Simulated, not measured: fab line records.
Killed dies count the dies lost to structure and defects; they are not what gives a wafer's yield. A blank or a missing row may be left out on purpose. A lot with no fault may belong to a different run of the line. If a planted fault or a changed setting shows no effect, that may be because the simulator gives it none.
fab line records | flow sky130
record lots=7 wafers=18 lastDay=51
route steps=708 shown NWELL@82 PWDE@84 VT_ADJUST_HVTP@85 VT_ADJUST_LVTN@97 PAD_OPEN@708
lots that met no fault: from a run of the same line without faults
startH: hours from the record's first day to the start of the lot's first wafer shown | waitH: time in hours since the lot's previous step | " identical to the entry in the row above | L1.1+2: several wafers, shown together as one row | - value missing, or start not given | * or withheld: withheld | < > ~ a bound
route shown NAME@n: names a module that has steps shown in the file, with the first one's number in the route | usual: average and standard deviation across the fault-free wafers | same: alike in all rows | chamber/n: place in a boat | sites: each site's reading | _std_site: standard deviation across them | _edge_site: outer sites' mean less inner sites' | radiusMm: how far each site lies from the wafer's centre | mask NAME#n: copy n | behind: the last tool/chamber to shape the wafer | hold: why the lot was held/for how many hours/how that ended | device: which transistor (n, p or np) failed to switch | end of line: the same wafers' tests at the end of the route | a step given without rows: its recipe and nothing more | killed: at the first sort, the dies lost to defects and structure; wafer yield is something else | map: shows each die of a wafer: x if killed, . if not, _ if none is there
set.NAME: the run value of the setting; set.NAME@STEP: its run value at that earlier step | model.NAME: the simulator's own value behind a step, which no gauge read
lots at selected steps of the route; one table per step, one row per wafer
services: the hour from which a tool's chamber was out of use, counted from the record's first day as startH (under 0 if before that day), plus the number of hours and why
## steps
# step SKY_NWELL_RS_MEAS_29
# recipe thkMeasGauge=four-point-probe
# usual NWELL_RS=624.6/1.8
# columns lot.wafer tool chamber startH waitH NWELL_RS[ohm/sq]
L486.1 filmMetro-01 - 108.34 0.1 626.7
L486.3 " - " " 626.9
L486.4 " - " " 625.3
L491.4 filmMetro-01 - 137.75 0.1 625.0
L491.5 " - " " 625.9
L491.6 " - " " 625.6
L492.5 filmMetro-01 - 143.74 0.1 625.7
L492.6 " - " " 626.1
L495.3 filmMetro-02 - 162.48 0.1 624.5
L495.5 " - " " 621.9
L496.1 filmMetro-04 - 171.31 0.1 622.6
L496.6 " - " " 622.7
L508.1 filmMetro-01 - 243.67 0.1 626.4
L508.2 " - " " 626.0
L508.3 " - " " 626.2
L509.2 filmMetro-01 - 249.86 0.1 624.4
L509.4 " - " " 622.8
L509.6 " - " " 623.6
# step SKY_NWELL_RS_MEAS_31
# recipe thkMeasGauge=four-point-probe
# usual PWDE_RS=5278/17
# columns lot.wafer tool chamber startH waitH PWDE_RS[ohm/sq]
L486.1 filmMetro-01 - 108.58 0.1 5285
L486.3 " - " " 5268
L486.4 " - " " 5296
L491.4 filmMetro-01 - 137.99 0.1 5265
L491.5 " - " " 5261
L491.6 " - " " 5257
L492.5 filmMetro-01 - 143.98 0.1 5253
L492.6 " - " " 5273
L495.3 filmMetro-02 - 162.72 0.1 5282
L495.5 " - " " 5299
L496.1 filmMetro-04 - 171.55 0.1 5268
L496.6 " - " " 5281
L508.1 filmMetro-01 - 243.91 0.1 5297
L508.2 " - " " 5292
L508.3 " - " " 5296
L509.2 filmMetro-01 - 250.10 0.1 5253
L509.4 " - " " 5252
L509.6 " - " " 5248
# step SKY_VT_ADJUST_HVTP_DEHYDRATE_00
# recipe tempC=200 timeS=60
# step SKY_VT_ADJUST_HVTP_HMDS_01
# recipe primeTimeS=60 primeTempC=120
# step SKY_VT_ADJUST_HVTP_COAT_02
# recipe resist=NOVOLAK spinRpm=3000 resistThkNm=1140
# step SKY_VT_ADJUST_HVTP_SOFTBAKE_03
# recipe tempC=90 timeS=60 resist=NOVOLAK
# step SKY_VT_ADJUST_HVTP_EXPOSE_04
# recipe maskId=HVTPM na=0.6 sourceShape=conventional sigmaOuter=0.6 polarization=unpolarized targetCdNm=380 doseMj=140
# step SKY_VT_ADJUST_HVTP_PEB_05
# recipe tempC=withheld timeS=* resist=NOVOLAK
# step SKY_VT_ADJUST_HVTP_DEVELOP_06
# recipe resist=NOVOLAK developer=TMAH developTimeS=60 devTempC=23
# step SKY_VT_ADJUST_HVTP_CD_MEAS_07
# recipe targetCdNm=380
# usual cdNm=380.2/2.4
# columns lot.wafer tool chamber startH waitH cdNm
L486.1 cdSem-01 - 127.41 0.1 386.1
L486.3 " - " " 384.1
L486.4 " - " " 383.7
L491.4 cdSem-02 - 158.27 0.1 378.1
L491.5 " - " " 377.3
L491.6 " - " " 377.1
L492.5 cdSem-02 - 163.44 0.1 379.5
L492.6 " - " " 376.1
L495.3 cdSem-01 - 183.00 0.1 381.8
L495.5 " - " " 382.1
L496.1 cdSem-02 - 193.06 0.1 381.7
L496.6 " - " " 378.5
L508.1 cdSem-02 - 266.96 0.1 381.1
L508.2 " - " " 381.3
L508.3 " - " " 382.2
L509.2 cdSem-02 - 274.06 0.1 379.5
L509.4 " - " " 379.6
L509.6 " - " " 381.8
# step SKY_VT_ADJUST_HVTP_OVL_MEAS_08
# usual VT_ADJUST_HVTP_OVL=0.4/1.5
# columns lot.wafer tool chamber startH waitH VT_ADJUST_HVTP_OVL[nm]
L486.1 overlay-01 - 127.53 0.1 0.9
L486.3 " - " " 1.1
L486.4 " - " " 0.5
L491.4 overlay-01 - 158.35 0.1 -0.5
L491.5 " - " " 2.2
L491.6 " - " " -0.6
L492.5 overlay-02 - 163.51 0.0 1.4
L492.6 " - " " 1.0
L495.3 overlay-02 - 183.09 0.1 2.5
L495.5 " - " " 0.3
L496.1 overlay-01 - 193.18 0.1 1.2
L496.6 " - " " -0.3
L508.1 overlay-01 - 267.08 0.1 2.4
L508.2 " - " " 0.4
L508.3 " - " " 2.6
L509.2 overlay-01 - 274.17 0.1 -1.3
L509.4 " - " " 0.1
L509.6 " - " " 0.3
# step SKY_VT_ADJUST_HVTP_IMPLANT_09
# recipe species=As energyKev=150 doseCm2=4.3e+12 tiltDeg=withheld
# columns lot.wafer tool chamber startH waitH
L486.1+3+4 implanter-04 0 127.56 0.0
L491.4+5+6 implanter-02 0 158.44 0.1
L492.5+6 implanter-02 0 163.62 0.1
L495.3+5 implanter-02 0 183.16 0.1
L496.1+6 implanter-02 0 193.22 0.0
L508.1+2+3 implanter-01 0 267.12 0.0
L509.2+4+6 implanter-04 0 274.22 0.0
# step SKY_VT_ADJUST_HVTP_STRIP_10
# recipe chemistry=O2/N2 powerW=1400 pressureMtorr=1500 platenTempC=withheld o2FlowSccm=3000 n2FlowSccm=300 overashFraction=0.5
# usual drypumpMotorCurrentA=5.5/0.41 oesProductAu=0.716/0.0043 stripTimeToEndpointS=14.16/0.048
# columns lot.wafer tool chamber startH waitH drypumpMotorCurrentA oesProductAu rfHoursCounterH stripTimeToEndpointS
L486.1 plasmaAsher-03 0 127.71 0.1 5.4 0.713 44 14.12
L486.3 " 0 " " 5.5 0.716 - 14.14
L486.4 " 1 " " 5.2 0.711 - 14.11
L491.4 plasmaAsher-03 0 158.55 0.1 5.4 0.709 - 14.09
L491.5 " 0 " " 5.4 0.717 - 14.11
L491.6 " 1 " " 5.2 0.721 - 14.12
L492.5 plasmaAsher-01 0 163.73 0.1 6.0 0.715 - 14.13
L492.6 " 1 " " 5.1 0.722 - 14.11
L495.3 plasmaAsher-01 1 183.30 0.1 5.1 0.717 - 14.20
L495.5 " 0 " " 6.0 0.720 - 14.19
L496.1 plasmaAsher-04 0 193.37 0.1 5.3 0.722 36 14.22
L496.6 " 0 " " 5.2 0.710 - 14.21
L508.1 plasmaAsher-01 0 267.27 0.1 5.9 0.714 61 14.18
L508.2 " 1 " " 5.2 0.708 61 14.14
L508.3 " 0 " " 6.0 0.715 - 14.16
L509.2 plasmaAsher-01 0 274.35 0.1 6.0 0.720 62 14.17
L509.4 " 0 " " 6.0 0.716 - 14.16
L509.6 " 0 " " 6.0 0.713 - 14.14
# step SKY_VT_ADJUST_HVTP_TW_MEAS_11
# usual VT_ADJUST_HVTP_TW=1362/13
# columns lot.wafer tool chamber startH waitH VT_ADJUST_HVTP_TW
L486.1 filmMetro-01 - 127.81 0.1 1344
L486.3 " - " " 1351
L486.4 " - " " 1348
L491.4 filmMetro-03 - 158.64 0.1 1376
L491.5 " - " " 1373
L491.6 " - " " 1374
L492.5 filmMetro-02 - 163.81 0.0 1298
L492.6 " - " " 1298
L495.3 filmMetro-01 - 183.38 0.1 1339
L495.5 " - " " 1267
L496.1 filmMetro-03 - 193.47 0.1 1361
L496.6 " - " " 1286
L508.1 filmMetro-02 - 267.37 0.1 1374
L508.2 " - " " 1377
L508.3 " - " " 1369
L509.2 filmMetro-02 - 274.46 0.1 1379
L509.4 " - " " 1370
L509.6 " - " " 1366
# step SKY_VT_ADJUST_LVTN_DEHYDRATE_00
# recipe tempC=200 timeS=60
# step SKY_PAD_OPEN_PROBE_99
# usual killed_at_M0_to_M3=43/6.9 killed_at_M4_up=3.2/1.6 killedAtContacts=25/5.1 killedAtFrontEnd=16/4.5 killedAtOther=0.3/0.68 killedDies=87/8.9 killedOpen=48/6.9 killedShort=39/6.3
# same grossDies=492 killedAtBackSide=0
# columns lot.wafer tool chamber startH waitH killed_at_M0_to_M3 killed_at_M4_up killedAtContacts killedAtFrontEnd killedAtOther killedDies killedOpen killedShort model.etest.tipP.rsOhmSq model.etest.tipP.rsOhmSqRange model.etest.tipP.rsOhmSqRimLessCentre model.etest.pfet_01v8.rOnOhmUm model.etest.pfet_01v8.driveUaUm model.etest.pfet_01v8_mvt.driveUaUm model.etest.pfet_01v8.driveUaUmRange model.etest.pfet_01v8_hvt.driveUaUm
L486.1 prober-01 - 1105.48 0.1 49 3 25 11 1 89 55 34 6925 196.6 4.375 2832 198.3 154.8 8.624 147.8
L486.3 prober-01 - 1105.58 0.2 33 4 22 22 0 81 39 42 6930 152.8 -60.47 2907 189.5 150.2 8.217 140.7
L486.4 prober-01 - 1105.63 0.2 35 4 25 13 1 78 38 40 6977 219.8 25.38 2873 194.4 152.9 5.844 145.1
L491.4 prober-01 - 1129.03 0.2 58 6 15 25 0 104 62 42 6898 106.2 -16.72 2903 191.3 152.1 8.217 141.5
L491.5 prober-01 - 1129.08 0.2 37 6 31 18 0 92 49 43 6930 147.9 79.88 2934 188.3 150.5 13.39 140
L491.6 prober-01 - 1129.13 0.2 54 4 20 20 0 98 54 44 6864 147.1 -14.26 2950 191.2 151 7.797 141.2
L492.5 prober-02 - 1131.77 0.2 48 4 23 11 0 86 43 43 6154 739.8 302.9 2715 220.6 182.9 35.25 159.4
L492.6 prober-02 - 1131.82 0.2 47 5 31 21 0 104 59 45 6232 817.2 378.5 2674 224.9 186.1 42.29 163.7
L495.3 prober-01 - 1148.74 0.2 47 4 29 10 1 91 50 40 6819 174.4 5.63 2944 188.8 149 5.533 140.8
L495.5 prober-01 - 1148.84 0.2 50 1 21 19 0 91 40 51 6181 727 351.7 2668 226.9 185.1 35.99 165.8
L496.1 prober-02 - 1159.14 0.1 40 1 18 17 0 76 53 23 6831 149.1 26.66 2889 191.9 153 6.646 144.5
L496.6 prober-02 - 1159.39 0.2 44 1 33 13 0 91 52 37 6204 817 332.3 2620 226.6 185.7 38.3 168.1
L508.1 prober-02 - 1213.03 0.1 45 6 19 17 1 88 53 35 6860 198.7 -96.01 2912 190.2 151.4 5.89 143.1
L508.2 prober-02 - 1213.08 0.1 48 1 29 17 0 95 44 51 6875 125.3 -74.02 2975 189.8 151.8 10.35 141.6
L508.3 prober-02 - 1213.13 0.2 31 1 19 14 0 65 34 31 6841 171 25.56 2906 190.8 152.1 5.713 142.7
L509.2 prober-01 - 1220.77 0.1 48 0 26 11 0 85 56 28 6942 111.6 -14.98 2944 189.2 149.4 3.595 141.9
L509.4 prober-01 - 1220.87 0.2 46 2 26 14 0 88 42 45 6937 119.6 1.741 2933 190.2 146 8.337 140.7
L509.6 prober-01 - 1220.97 0.2 46 2 24 20 0 92 54 38 6894 143.5 -41.36 2976 188 146.9 4.5 139.2
# killed by level:class
L486.1 VIA1:geometricParticle:open=11 VIA3:geometricParticle:open=11 CONTACT:geometricParticle:open=9 LI_CONTACT:geometricParticle:open=7 VIA2:geometricParticle:short=7 LOCAL_INTERCONNECT:geometricParticle:short=6 FIELD_ISO:geometricParticle:open=5 VIA2:geometricParticle:open=5
L486.3 CONTACT:geometricParticle:open=9 VIA1:geometricParticle:open=7 LI_CONTACT:geometricParticle:open=6 FIELD_ISO:geometricParticle:short=5 POLY_GATE:geometricParticle:short=5 CONTACT:geometricParticle:short=5 METAL1:geometricParticle:short=5 POLY_CUT:geometricParticle:open=4
L486.4 CONTACT:geometricParticle:open=9 METAL1:geometricParticle:short=7 POLY_GATE:geometricParticle:short=6 LI_CONTACT:geometricParticle:open=5 LOCAL_INTERCONNECT:geometricParticle:short=5 VIA1:geometricParticle:open=5 CONTACT:geometricParticle:short=4 METAL2:geometricParticle:short=4
L491.4 VIA1:geometricParticle:open=14 VIA1:geometricParticle:short=9 CONTACT:geometricParticle:open=9 VIA3:geometricParticle:open=9 METAL1:geometricParticle:short=7 POLY_GATE:geometricParticle:short=6 FIELD_ISO:geometricParticle:open=5 LI_CONTACT:geometricParticle:open=5
L491.5 CONTACT:geometricParticle:open=11 LI_CONTACT:geometricParticle:open=9 VIA1:geometricParticle:open=9 FIELD_ISO:geometricParticle:short=7 LOCAL_INTERCONNECT:geometricParticle:short=6 METAL2:geometricParticle:short=5 METAL1:geometricParticle:short=4 VIA3:geometricParticle:short=4
L491.6 VIA1:geometricParticle:open=12 CONTACT:geometricParticle:open=9 VIA1:geometricParticle:short=9 METAL1:geometricParticle:short=8 VIA3:geometricParticle:open=7 LI_CONTACT:geometricParticle:open=6 SPACER:geometricParticle:open=4 METAL4:geometricParticle:short=4
L492.5 VIA1:geometricParticle:open=13 METAL2:geometricParticle:short=9 CONTACT:geometricParticle:open=8 VIA1:geometricParticle:short=6 LI_CONTACT:geometricParticle:open=5 VIA2:geometricParticle:open=5 CONTACT:geometricParticle:short=4 VIA3:geometricParticle:open=4
L492.6 CONTACT:geometricParticle:open=13 VIA1:geometricParticle:open=12 VIA3:geometricParticle:open=8 VIA2:geometricParticle:open=7 LI_CONTACT:geometricParticle:open=7 POLY_GATE:geometricParticle:open=6 CONTACT:geometricParticle:short=6 VIA1:geometricParticle:short=6
L495.3 VIA1:geometricParticle:open=10 CONTACT:geometricParticle:open=9 LI_CONTACT:geometricParticle:open=7 LI_CONTACT:geometricParticle:short=6 VIA2:geometricParticle:open=6 LOCAL_INTERCONNECT:geometricParticle:short=5 VIA3:geometricParticle:open=5 METAL1:geometricParticle:open=5
L495.5 METAL2:geometricParticle:short=9 VIA3:geometricParticle:open=8 LI_CONTACT:geometricParticle:open=8 METAL1:geometricParticle:short=6 CONTACT:geometricParticle:open=6 VIA1:geometricParticle:open=5 VIA1:geometricParticle:short=5 FIELD_ISO:geometricParticle:short=4
L496.1 CONTACT:geometricParticle:open=11 VIA1:geometricParticle:open=9 VIA2:geometricParticle:open=9 VIA1:geometricParticle:short=6 FIELD_ISO:geometricParticle:open=5 METAL2:geometricParticle:short=5 FIELD_ISO:geometricParticle:short=4 LI_CONTACT:geometricParticle:open=4
L496.6 LI_CONTACT:geometricParticle:open=11 CONTACT:geometricParticle:open=9 VIA1:geometricParticle:open=8 CONTACT:geometricParticle:short=7 VIA1:geometricParticle:short=7 METAL1:geometricParticle:short=5 VIA2:geometricParticle:open=5 METAL2:geometricParticle:open=4
L508.1 CONTACT:geometricParticle:open=11 VIA3:geometricParticle:open=10 VIA1:geometricParticle:open=9 FIELD_ISO:geometricParticle:open=5 METAL2:geometricParticle:short=5 FIELD_ISO:geometricParticle:short=4 LI_CONTACT:geometricParticle:open=4 VIA3:geometricParticle:short=4
L508.2 VIA1:geometricParticle:short=11 CONTACT:geometricParticle:open=10 VIA1:geometricParticle:open=8 LI_CONTACT:geometricParticle:open=7 METAL1:geometricParticle:short=7 LOCAL_INTERCONNECT:geometricParticle:short=6 FIELD_ISO:geometricParticle:short=5 POLY_GATE:geometricParticle:short=5
L508.3 LOCAL_INTERCONNECT:geometricParticle:short=6 VIA2:geometricParticle:open=6 FIELD_ISO:geometricParticle:open=5 LI_CONTACT:geometricParticle:open=5 VIA3:geometricParticle:open=5 CONTACT:geometricParticle:open=5 METAL2:geometricParticle:short=5 SONOS_ONO:geometricParticle:short=3
L509.2 LI_CONTACT:geometricParticle:open=12 VIA1:geometricParticle:open=12 VIA3:geometricParticle:open=9 VIA2:geometricParticle:open=7 CONTACT:geometricParticle:open=7 METAL2:geometricParticle:short=6 POLY_GATE:geometricParticle:short=4 VIA1:geometricParticle:short=4
L509.4 VIA3:geometricParticle:open=8 CONTACT:geometricParticle:open=8 VIA1:geometricParticle:short=8 VIA2:geometricParticle:open=7 VIA1:geometricParticle:open=7 CONTACT:geometricParticle:short=6 LI_CONTACT:geometricParticle:open=6 METAL2:geometricParticle:short=5
L509.6 VIA2:geometricParticle:open=9 CONTACT:geometricParticle:open=9 VIA1:geometricParticle:open=9 METAL2:geometricParticle:short=9 VIA3:geometricParticle:open=9 FIELD_ISO:geometricParticle:open=6 CONTACT:geometricParticle:short=6 LOCAL_INTERCONNECT:geometricParticle:short=5
## services
# columns tool chamber startH hours kind
plasmaAsher-04 - 133.93 1.1 repair
implanter-02 - 146.85 1.4 repair
implanter-04 - 151.08 5.8 repair
implanter-02 - 172.55 4.2 pm
implanter-01 - 187.36 3.7 pm
implanter-02 - 228.54 6.7 repair
implanter-02 - 237.43 7.6 pm
plasmaAsher-03 - 259.87 3.2 repair
implanter-04 - 268.79 2.4 repair
## key
firstSign step=SKY_VT_ADJUST_HVTP_TW_MEAS_11 reading=VT_ADJUST_HVTP_TW direction=down sigmas=5.8 usual=1362 struck=1287
effect none on later readings
modelEffect step=SKY_PAD_OPEN_PROBE_99 value=etest.tipP.rsOhmSq without=6888 struck=6193
metAt SKY_VT_ADJUST_HVTP_IMPLANT_09
struckWafers L492.5,L492.6,L495.5,L496.6
testerLeftOut L492,L495,L496
onsetBetween 158.44 163.62
fault kind=processParameterDrift tool=implanter-02 chamber=- onsetH=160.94 steps=SKY_VT_ADJUST_HVTP_IMPLANT_09 channel=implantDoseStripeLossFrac offset=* shape=step endH=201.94 scope=struckWafersOnly
# testerLeftOut: of these lots the tester's yield and bins aren't shown, on N5 and GAA mostly nor the transistor test; their killed dies are dies lost to structure and defects alone, not to doping, threshold or leakage, so they don't give the yield
